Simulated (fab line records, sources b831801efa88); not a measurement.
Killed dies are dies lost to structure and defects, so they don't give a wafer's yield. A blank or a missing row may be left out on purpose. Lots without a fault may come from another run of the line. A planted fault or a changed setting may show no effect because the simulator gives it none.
fab line records | flow gf180mcu
record lots=24 wafers=72 last_day=34
route steps=602 shown HV_LDD@195 M3@412 V4@490 M5@535 V5@544
lots that met no fault: from a run of the same line without faults
start_h: hours from the record's first day to the start of the lot's first wafer shown | wait_h: hours since the lot's step before | " the same as in the row above | L1.1+2: a row that stands for several wafers | - no value, or no start given | * or withheld: withheld | < > ~ a bound
route shown NAME@n: a module of which the file shows steps, and the number in the route of the first | usual: mean/standard deviation of fault-free wafers | same: alike in all rows | chamber/n: place in a boat | sites: the reading at each site | _std_site: their standard deviation | _edge_site: outer sites' mean less inner sites' | radius_mm: how far each site lies from the wafer's centre | mask NAME#n: copy n | behind: the tool/chamber that last shaped the wafer | hold: why the lot was held/for how many hours/how that ended | device: the transistor (n, p or np) that didn't switch | end of line: the same wafers' tests at the end of the route | a step without rows: its recipe alone | killed: dies lost to structure and defects at the first sort, not the wafer's yield | map: a wafer's dies, x killed, . not, _ none there
set.NAME: the setting as run; set.NAME@STEP: as run at that earlier step | model.NAME: the simulator's own value behind a step, which no gauge read
steps of the route over a sample of lots; a table a step, a row a wafer
services: from which hour (start_h, from the record's first day; less than 0 if before it) a tool's chamber was out of use, for how many hours, and why
## steps
# step GF_HV_LDD_CD_MEAS_19
# recipe target_cd_nm=400
# usual cd_nm=399.8/2.3
# columns lot.wafer tool chamber start_h wait_h cd_nm
L074.1 cd_sem-01 - 239.60 0.1 400.5
L074.4 " - " " 403.8
L074.5 " - " " 402.8
L076.3 cd_sem-01 - 246.86 0.2 400.3
L076.4 " - " " 398.3
L076.6 " - " " 401.2
L075.1 cd_sem-01 - 247.03 0.1 400.4
L075.5 " - " " 400.6
L075.6 " - " " 400.6
L077.1 cd_sem-02 - 263.60 0.1 399.4
L077.5 " - " " 399.6
L077.6 " - " " 399.2
L078.2 cd_sem-02 - 273.40 0.1 400.7
L078.4 " - " " 400.7
L078.5 " - " " 401.8
L079.1 cd_sem-01 - 279.40 0.1 399.3
L079.4 " - " " 399.3
L079.6 " - " " 397.3
L081.1 cd_sem-02 - 288.70 0.1 400.9
L081.2 " - " " 401.6
L081.6 " - " " 402.9
L080.3 cd_sem-02 - 290.12 0.1 396.5
L080.4 " - " " 396.5
L080.5 " - " " 396.1
L082.2 cd_sem-02 - 299.47 0.1 399.8
L082.4 " - " " 398.0
L082.5 " - " " 398.5
L083.2 cd_sem-01 - 308.42 0.1 397.7
L083.3 " - " " 397.4
L083.4 " - " " 399.6
L084.1 cd_sem-02 - 313.08 0.1 397.8
L084.3 " - " " 399.4
L084.6 " - " " 399.9
L085.2 cd_sem-02 - 321.70 0.1 403.5
L085.4 " - " " 402.6
L085.6 " - " " 403.1
L086.3 cd_sem-01 - 324.94 0.1 396.6
L086.5 " - " " 396.8
L086.6 " - " " 396.9
L087.1 cd_sem-01 - 333.60 0.1 405.9
L087.2 " - " " 404.0
L087.3 " - " " 407.1
L088.3 cd_sem-01 - 337.19 0.1 398.2
L088.4 " - " " 400.5
L088.6 " - " " 397.4
L089.1 cd_sem-01 - 351.33 0.1 396.3
L089.3 " - " " 397.3
L089.5 " - " " 399.4
L090.1 cd_sem-02 - 357.58 0.1 396.4
L090.3 " - " " 400.5
L090.6 " - " " 397.6
L091.3 cd_sem-02 - 366.54 0.1 398.1
L091.4 " - " " 396.7
L091.5 " - " " 395.9
L092.3 cd_sem-02 - 368.92 0.1 399.1
L092.4 " - " " 399.4
L092.6 " - " " 399.6
L093.2 cd_sem-02 - 376.40 0.1 400.1
L093.4 " - " " 397.5
L093.5 " - " " 398.7
L094.1 cd_sem-01 - 386.73 0.1 399.5
L094.3 " - " " 402.0
L094.5 " - " " 402.5
L095.2 cd_sem-01 - 390.17 0.1 403.2
L095.3 " - " " 400.3
L095.6 " - " " 400.5
L096.3 cd_sem-01 - 401.18 0.1 401.1
L096.4 " - " " 404.1
L096.6 " - " " 400.8
L097.1 cd_sem-02 - 406.58 0.1 399.8
L097.2 " - " " 399.5
L097.4 " - " " 398.9
# step GF_M3_SPUTTER_03
# recipe material=Ti target_thk_nm=10 substrate_temp_c=300 chamber_pressure_pa=0.3 power_w=3000 time_s=6.7
# usual throttle_valve_pct=29.9/1.1
# columns lot.wafer tool chamber start_h wait_h throttle_valve_pct
L074.1 pvd_sputter-01 - 472.51 0.0 31.2
L074.4 " - " " 29.8
L074.5 " - " " 29.4
L076.3 pvd_sputter-01 - 479.96 0.0 29.5
L076.4 " - " " 29.6
L076.6 " - " " 29.0
L075.1 pvd_sputter-01 - 481.12 0.0 29.5
L075.5 " - " " 29.0
L075.6 " - " " 29.4
L077.1 pvd_sputter-04 - 501.28 0.0 30.3
L077.5 " - " " 28.3
L077.6 " - " " 32.0
L078.2 pvd_sputter-01 - 512.47 0.0 29.8
L078.4 " - " " 31.2
L078.5 " - " " 29.0
L079.1 pvd_sputter-02 - 520.94 0.0 30.8
L079.4 " - " " 29.0
L079.6 " - " " 30.8
L081.1 pvd_sputter-01 - 527.50 0.0 29.3
L081.2 " - " " 31.3
L081.6 " - " " 31.0
L080.3 pvd_sputter-02 - 533.78 0.0 28.5
L080.4 " - " " 30.4
L080.5 " - " " 28.6
L082.2 pvd_sputter-04 - 543.31 0.0 31.6
L082.4 " - " " 28.6
L082.5 " - " " 31.1
L083.2 pvd_sputter-04 - 551.41 0.0 30.1
L083.3 " - " " 31.2
L083.4 " - " " 31.5
L084.1 pvd_sputter-02 - 560.10 0.0 29.1
L084.3 " - " " 30.9
L084.6 " - " " 28.6
L085.2 pvd_sputter-01 - 568.75 0.0 31.4
L085.4 " - " " 29.4
L085.6 " - " " 29.2
L086.3 pvd_sputter-04 - 572.56 0.0 30.9
L086.5 " - " " 31.2
L086.6 " - " " 28.3
L087.1 pvd_sputter-01 - 579.82 0.0 29.2
L087.2 " - " " 31.1
L087.3 " - " " 29.5
L088.3 pvd_sputter-02 - 582.55 0.0 29.1
L088.4 " - " " 30.9
L088.6 " - " " 30.1
L089.1 pvd_sputter-02 - 593.37 0.0 31.0
L089.3 " - " " 30.8
L089.5 " - " " 30.2
L090.1 pvd_sputter-02 - 601.31 0.0 30.2
L090.3 " - " " 30.6
L090.6 " - " " 30.2
L091.3 pvd_sputter-02 - 612.29 0.0 28.8
L091.4 " - " " 30.5
L091.5 " - " " 30.7
L092.3 pvd_sputter-01 - 615.18 0.0 29.1
L092.4 " - " " 31.0
L092.6 " - " " 29.3
L093.2 pvd_sputter-04 - 618.57 0.0 31.1
L093.4 " - " " 28.3
L093.5 " - " " 31.9
L094.1 pvd_sputter-02 - 630.81 0.0 30.2
L094.3 " - " " 28.1
L094.5 " - " " 30.7
L095.2 pvd_sputter-01 - 631.10 0.0 28.9
L095.3 " - " " 29.9
L095.6 " - " " 28.9
L096.3 pvd_sputter-04 - 641.48 0.0 28.5
L096.4 " - " " 31.9
L096.6 " - " " 31.2
L097.1 pvd_sputter-02 - 648.63 0.0 28.6
L097.2 " - " " 30.9
L097.4 " - " " 30.9
# step GF_V4_CD_MEAS_14
# recipe target_cd_nm=260
# usual cd_nm=259.8/1.1
# columns lot.wafer tool chamber start_h wait_h cd_nm
L074.1 cd_sem-02 - 570.54 0.1 260.2
L074.4 " - " " 259.8
L074.5 " - " " 259.2
L076.3 cd_sem-01 - 575.43 0.1 260.1
L076.4 " - " " 260.1
L076.6 " - " " 261.0
L075.1 cd_sem-01 - 576.79 0.1 258.2
L075.5 " - " " 259.5
L075.6 " - " " 258.6
L077.1 cd_sem-02 - 595.93 0.1 260.3
L077.5 " - " " 260.5
L077.6 " - " " 260.7
L078.2 cd_sem-02 - 604.96 0.1 258.5
L078.4 " - " " 258.3
L078.5 " - " " 257.2
L079.1 cd_sem-02 - 612.13 0.1 259.1
L079.4 " - " " 258.9
L079.6 " - " " 260.6
L081.1 cd_sem-01 - 619.84 0.1 261.8
L081.2 " - " " 260.6
L081.6 " - " " 262.4
L080.3 cd_sem-02 - 624.32 0.1 258.8
L080.4 " - " " 260.3
L080.5 " - " " 260.4
L082.2 cd_sem-01 - 633.41 0.1 259.9
L082.4 " - " " 259.5
L082.5 " - " " 259.7
L083.2 cd_sem-01 - 640.31 0.1 260.6
L083.3 " - " " 260.5
L083.4 " - " " 260.3
L084.1 cd_sem-02 - 647.19 0.1 259.8
L084.3 " - " " 260.1
L084.6 " - " " 259.5
L085.2 cd_sem-02 - 656.81 0.1 261.1
L085.4 " - " " 260.4
L085.6 " - " " 260.4
L086.3 cd_sem-02 - 659.03 0.1 260.3
L086.5 " - " " 260.0
L086.6 " - " " 260.4
L087.1 cd_sem-02 - 666.29 0.1 258.2
L087.2 " - " " 259.5
L087.3 " - " " 260.5
L088.3 cd_sem-02 - 668.94 0.2 257.5
L088.4 " - " " 257.2
L088.6 " - " " 257.6
L089.1 cd_sem-02 - 678.29 0.1 260.6
L089.3 " - " " 260.2
L089.5 " - " " 261.2
L090.1 cd_sem-02 - 685.04 0.1 261.5
L090.3 " - " " 261.2
L090.6 " - " " 260.8
L091.3 cd_sem-01 - 695.92 0.1 259.5
L091.4 " - " " 260.0
L091.5 " - " " 259.3
L092.3 cd_sem-02 - 699.17 0.1 258.7
L092.4 " - " " 261.1
L092.6 " - " " 260.7
L093.2 cd_sem-01 - 701.06 0.1 258.9
L093.4 " - " " 258.9
L093.5 " - " " 258.5
L094.1 cd_sem-02 - 710.83 0.1 260.0
L094.3 " - " " 260.5
L094.5 " - " " 260.9
L095.2 cd_sem-01 - 713.01 0.1 260.0
L095.3 " - " " 260.4
L095.6 " - " " 260.7
L096.3 cd_sem-02 - 722.58 0.1 259.2
L096.4 " - " " 258.7
L096.6 " - " " 259.0
L097.1 cd_sem-01 - 728.09 0.1 260.1
L097.2 " - " " 259.5
L097.4 " - " " 259.0
# step GF_M5_ETCH_09
# recipe chemistry=CF4/O2 target=Si3N4 target_depth_nm=52 source_w=800 bias_w=150 pressure_mtorr=150 cf4_flow_sccm=80 O2_flow_sccm=10 time_s=11.6
# usual O2_flow_sccm=10.00/0.034 bias_w=150.0/0.48 drypump_motor_current_A=5.6/0.45 oes_product_au=1.003/0.012 throttle_valve_pct=5.972/0.0098
# columns lot.wafer tool chamber start_h wait_h O2_flow_sccm bias_w drypump_motor_current_A oes_product_au rf_hours_counter_h throttle_valve_pct
L074.1 rie_diel-01 3 615.05 0.0 9.93 149.8 5.1 1.019 1 5.980
L074.4 " 2 " " 10.02 149.5 5.1 1.003 6 5.962
L074.5 " 1 " " 9.99 150.6 5.4 1.007 - 5.977
L076.3 rie_diel-01 2 620.65 0.0 9.99 149.8 5.1 0.994 7 5.947
L076.4 " 1 " " 9.97 150.2 5.4 1.017 14 5.984
L076.6 " 1 " " 10.00 150.9 5.3 1.022 - 5.991
L075.1 rie_diel-04 2 621.00 0.0 10.03 149.9 6.0 1.002 7 5.957
L075.5 " 2 " " 10.01 149.9 6.0 1.002 - 5.975
L075.6 " 3 " " 10.02 150.3 5.8 0.991 - 5.961
L077.1 rie_diel-03 2 639.50 0.0 10.00 150.0 5.6 0.991 4 5.974
L077.5 " 2 " " 9.99 149.7 5.6 0.985 - 5.976
L077.6 " 3 " " 9.99 150.2 6.7 1.020 - 5.976
L078.2 rie_diel-04 2 648.05 0.0 10.06 150.2 6.0 0.996 8 5.959
L078.4 " 3 " " 10.02 150.6 5.8 0.977 12 5.949
L078.5 " 1 " " 10.06 149.7 5.2 0.975 - 5.959
L079.1 rie_diel-03 3 654.64 0.0 9.97 149.9 6.7 1.016 10 5.973
L079.4 " 0 " " 9.96 151.3 5.8 0.997 - 5.975
L079.6 " 1 " " 10.00 149.6 5.5 0.992 - 5.992
L081.1 rie_diel-03 0 662.05 0.0 9.97 150.6 5.8 1.005 59 5.979
L081.2 " 1 " " 10.09 149.8 5.5 0.995 14 5.974
L081.6 " 2 " " 10.00 150.0 5.6 1.002 - 5.979
L080.3 rie_diel-01 3 666.57 0.0 9.99 149.4 5.1 1.020 3 5.992
L080.4 " 0 " " 9.95 150.0 6.1 1.014 39 5.976
L080.5 " 1 " " 9.96 149.3 5.4 1.013 - 5.970
L082.2 rie_diel-01 1 675.10 0.0 10.00 150.9 5.3 1.027 15 5.970
L082.4 " 3 " " 10.05 150.6 5.1 1.020 3 5.984
L082.5 " 2 " " 9.99 149.7 5.1 0.992 - 5.974
L083.2 rie_diel-03 2 681.50 0.0 10.01 149.2 5.6 0.990 5 5.979
L083.3 " 0 " " 10.04 150.2 5.8 1.008 60 5.974
L083.4 " 1 " " 10.01 150.3 5.5 0.991 15 5.965
L084.1 rie_diel-03 2 686.20 0.0 10.00 150.1 5.6 1.003 5 5.964
L084.3 " 1 " " 9.95 150.0 5.5 0.996 15 5.979
L084.6 " 1 " " 9.99 149.2 5.5 0.994 - 5.959
L085.2 rie_diel-01 1 696.45 0.0 10.04 150.3 5.4 1.013 16 5.983
L085.4 " 0 " " 9.99 150.5 6.1 1.002 - 5.967
L085.6 " 2 " " 10.01 149.7 5.1 0.990 - 5.970
L086.3 rie_diel-04 0 699.00 0.0 9.96 149.3 5.5 1.020 14 5.957
L086.5 " 2 " " 10.03 150.1 6.0 0.994 - 5.960
L086.6 " 3 " " 10.00 149.3 5.7 0.994 - 5.977
L087.1 rie_diel-04 1 706.50 0.0 9.97 150.2 5.1 0.986 25 5.964
L087.2 " 3 " " 10.05 150.2 5.8 0.999 14 5.969
L087.3 " 0 " " 10.02 148.8 5.5 1.009 14 5.975
L088.3 rie_diel-03 2 709.95 0.0 10.03 149.7 5.6 1.000 7 5.986
L088.4 " 3 " " 9.94 150.2 6.7 1.016 - 5.983
L088.6 " 1 " " 10.02 150.3 5.5 1.001 - 5.979
L089.1 rie_diel-04 1 718.43 0.0 10.01 149.3 5.2 0.987 26 5.967
L089.3 " 3 " " 9.98 150.2 5.8 0.999 14 5.973
L089.5 " 1 " " 9.97 150.3 5.2 0.993 - 5.966
L090.1 rie_diel-01 1 723.80 0.0 9.98 149.8 5.4 1.000 17 5.964
L090.3 " 3 " " 10.00 149.9 5.1 1.006 5 5.966
L090.6 " 2 " " 9.97 150.1 5.1 0.982 - 5.972
L091.3 rie_diel-01 3 733.98 0.0 10.01 150.8 5.1 1.024 5 5.973
L091.4 " 1 " " 10.02 149.8 5.4 1.016 18 5.986
L091.5 " 0 " " 10.04 150.2 6.1 1.009 - 5.978
L092.3 rie_diel-03 1 737.73 0.0 10.06 150.5 5.5 1.002 18 5.979
L092.4 " 3 " " 10.04 150.7 6.7 1.013 13 5.981
L092.6 " 1 " " 10.04 150.2 5.5 0.997 - 5.980
L093.2 rie_diel-04 1 738.98 0.0 10.02 150.0 5.2 0.979 27 5.970
L093.4 " 2 " " 10.01 150.0 6.0 1.018 11 5.956
L093.5 " 1 " " 9.99 149.8 5.1 0.989 - 5.951
L094.1 rie_diel-01 1 748.88 0.0 10.01 151.0 5.4 1.008 18 5.975
L094.3 " 3 " " 9.98 149.7 5.1 1.016 6 5.968
L094.5 " 1 " " 9.97 150.8 5.3 1.007 - 5.963
L095.2 rie_diel-03 3 750.10 0.0 9.95 149.7 6.7 1.015 14 5.990
L095.3 " 0 " " 10.04 149.5 5.8 1.018 2 5.994
L095.6 " 2 " " 9.99 150.5 5.6 0.996 - 5.976
L096.3 rie_diel-01 0 759.45 0.0 9.96 150.1 6.1 0.996 43 5.970
L096.4 " 3 " " 10.03 150.2 5.1 1.020 6 5.966
L096.6 " 2 " " 9.94 150.2 5.1 0.989 - 5.961
L097.1 rie_diel-04 0 763.40 0.0 9.95 150.2 5.5 1.026 17 5.969
L097.2 " 2 " " 10.06 150.0 6.0 1.001 13 5.967
L097.4 " 1 " " 9.97 150.1 5.2 1.000 28 5.974
# step GF_V5_CMP_04
# recipe material=SiO2 down_force_psi=4 platen_rpm=60 pad_velocity_m_s=0.94248
# usual motor_current_A=12.2/0.9
# columns lot.wafer tool chamber start_h wait_h motor_current_A
L074.4 cmp-01 1 616.12 0.1 12.5
L074.1 " 2 " " 13.5
L074.5 " 0 " " 11.2
L076.3 cmp-02 0 621.62 0.0 13.2
L076.4 " 1 " " 14.0
L076.6 " 1 " " 13.7
L075.1 cmp-02 2 622.00 0.1 12.1
L075.5 " 1 " " 12.8
L075.6 " 2 " " 12.4
L077.1 cmp-01 3 640.59 0.2 11.3
L077.6 " 0 " " 10.8
L077.5 " 1 " " 12.0
L078.4 cmp-02 0 649.10 0.0 12.3
L078.2 " 1 " " 13.9
L078.5 " 1 " " 14.2
L079.1 cmp-02 2 655.66 0.1 12.3
L079.4 " 0 " " 13.3
L079.6 " 1 " " 13.4
L081.2 cmp-01 2 663.02 0.0 13.3
L081.1 " 1 " " 12.2
L081.6 " 2 " " 13.3
L080.3 cmp-01 1 667.64 0.1 11.9
L080.4 " 2 " " 13.3
L080.5 " 3 " " 12.1
L082.2 cmp-02 3 676.44 0.0 11.8
L082.4 " 2 " " 12.0
L082.5 " 3 " " 12.7
L083.4 cmp-01 1 682.59 0.0 11.9
L083.3 " 3 " " 11.7
L083.2 " 0 " " 10.8
L084.1 cmp-01 3 687.20 0.1 11.7
L084.3 " 1 " " 12.4
L084.6 " 2 " " 13.5
L085.4 cmp-01 1 697.64 0.1 11.9
L085.2 " 2 " " 13.6
L085.6 " 0 " " 10.7
L086.3 cmp-01 3 699.97 0.0 11.6
L086.5 " 3 " " 11.6
L086.6 " 0 " " 10.2
L087.2 cmp-01 2 707.50 0.1 12.7
L087.3 " 3 " " 11.2
L087.1 " 1 " " 12.5
L088.4 cmp-01 3 710.90 0.0 11.5
L088.3 " 1 " " 11.6
L088.6 " 3 " " 11.5
L089.3 cmp-01 1 719.38 0.0 12.6
L089.1 " 2 " " 13.2
L089.5 " 1 " " 12.2
L090.1 cmp-01 2 724.78 0.1 12.6
L090.3 " 0 " " 11.2
L090.6 " 2 " " 13.6
L091.4 cmp-02 1 735.00 0.1 13.6
L091.3 " 3 " " 12.1
L091.5 " 0 " " 12.0
L092.3 cmp-01 3 738.91 0.2 11.8
L092.4 " 0 " " 10.4
L092.6 " 2 " " 12.9
L093.2 cmp-01 0 740.01 0.1 11.2
L093.4 " 1 " " 12.4
L093.5 " 0 " " 11.5
L094.3 cmp-01 1 749.87 0.1 11.6
L094.1 " 3 " " 12.2
L094.5 " 1 " " 12.2
L095.2 cmp-01 3 751.11 0.1 11.9
L095.3 " 2 " " 12.0
L095.6 " 0 " " 10.9
L096.4 cmp-01 0 760.48 0.1 11.3
L096.3 " 2 " " 13.2
L096.6 " 0 " " 11.2
L097.4 cmp-02 1 764.39 0.1 13.6
L097.1 " 2 " " 12.5
L097.2 " 3 " " 12.0
# step GF_V5_OVL_MEAS_15
# usual V5_OVL=-3/5.2
# columns lot.wafer tool chamber start_h wait_h V5_OVL[nm]
L074.1 overlay-02 - 636.40 0.1 7
L074.4 " - " " -1
L074.5 " - " " 2
L076.3 overlay-01 - 642.11 0.1 -1
L076.4 " - " " -4
L076.6 " - " " 2
L075.1 overlay-02 - 642.54 0.1 -3
L075.5 " - " " -3
L075.6 " - " " 1
L077.1 overlay-01 - 660.86 0.1 1
L077.5 " - " " 1
L077.6 " - " " -5
L078.2 overlay-01 - 668.42 0.1 3
L078.4 " - " " 1
L078.5 " - " " -1
L079.1 overlay-02 - 675.76 0.1 0
L079.4 " - " " -10
L079.6 " - " " -4
L081.1 overlay-01 - 683.04 0.1 4
L081.2 " - " " 0
L081.6 " - " " -4
L080.3 overlay-01 - 687.25 0.1 -2
L080.4 " - " " -5
L080.5 " - " " 0
L082.2 overlay-01 - 695.42 0.1 1
L082.4 " - " " -9
L082.5 " - " " -2
L083.2 overlay-01 - 701.90 0.1 -12
L083.3 " - " " -10
L083.4 " - " " -8
L084.1 overlay-02 - 706.21 0.1 3
L084.3 " - " " -1
L084.6 " - " " -2
L085.2 overlay-01 - 716.25 0.1 2
L085.4 " - " " -6
L085.6 " - " " -5
L086.3 overlay-01 - 718.75 0.1 -9
L086.5 " - " " -18
L086.6 " - " " -10
L087.1 overlay-02 - 726.20 0.1 -5
L087.2 " - " " -4
L087.3 " - " " -3
L088.3 overlay-02 - 729.17 0.1 -8
L088.4 " - " " -11
L088.6 " - " " 4
L089.1 overlay-02 - 737.45 0.1 -15
L089.3 " - " " -13
L089.5 " - " " -12
L090.1 overlay-02 - 743.09 0.1 -1
L090.3 " - " " -1
L090.6 " - " " -6
L091.3 overlay-02 - 752.27 0.1 -4
L091.4 " - " " -8
L091.5 " - " " -8
L092.3 overlay-01 - 756.05 0.1 -1
L092.4 " - " " -5
L092.6 " - " " -3
L093.2 overlay-01 - 757.42 0.1 0
L093.4 " - " " 0
L093.5 " - " " -3
L094.1 overlay-02 - 766.79 0.1 3
L094.3 " - " " 4
L094.5 " - " " 5
L095.2 overlay-02 - 767.57 0.1 -4
L095.3 " - " " -5
L095.6 " - " " -6
L096.3 overlay-02 - 777.26 0.1 -9
L096.4 " - " " -15
L096.6 " - " " -9
L097.1 overlay-02 - 780.64 0.1 -4
L097.2 " - " " -10
L097.4 " - " " -9
## services
# columns tool chamber start_h hours kind
cmp-01 - 452.11 6.8 pm
pvd_sputter-02 - 473.15 14.5 repair
rie_diel-03 3 473.64 15.3 repair
rie_diel-01 0 479.66 5.9 repair
cmp-01 - 480.90 3.2 pm
rie_diel-04 0 491.11 6.0 repair
cmp-02 - 496.59 3.4 repair
rie_diel-01 2 498.16 5.9 repair
pvd_sputter-01 - 505.14 5.0 repair
rie_diel-03 0 511.85 15.8 repair
rie_diel-04 - 518.52 14.6 pm
rie_diel-01 - 531.23 0.5 repair
cmp-01 - 533.94 0.7 repair
rie_diel-01 3 560.77 14.7 repair
pvd_sputter-02 - 565.14 2.4 repair
cmp-01 - 572.44 4.0 pm
rie_diel-01 - 636.78 0.4 repair
pvd_sputter-01 - 651.45 4.4 repair
rie_diel-03 2 651.89 9.1 repair
rie_diel-03 3 658.41 7.0 repair
rie_diel-03 2 673.79 3.0 repair
rie_diel-01 3 691.23 22.7 repair
rie_diel-03 2 721.84 14.6 repair
rie_diel-03 1 748.27 2.9 repair
## key
fault none
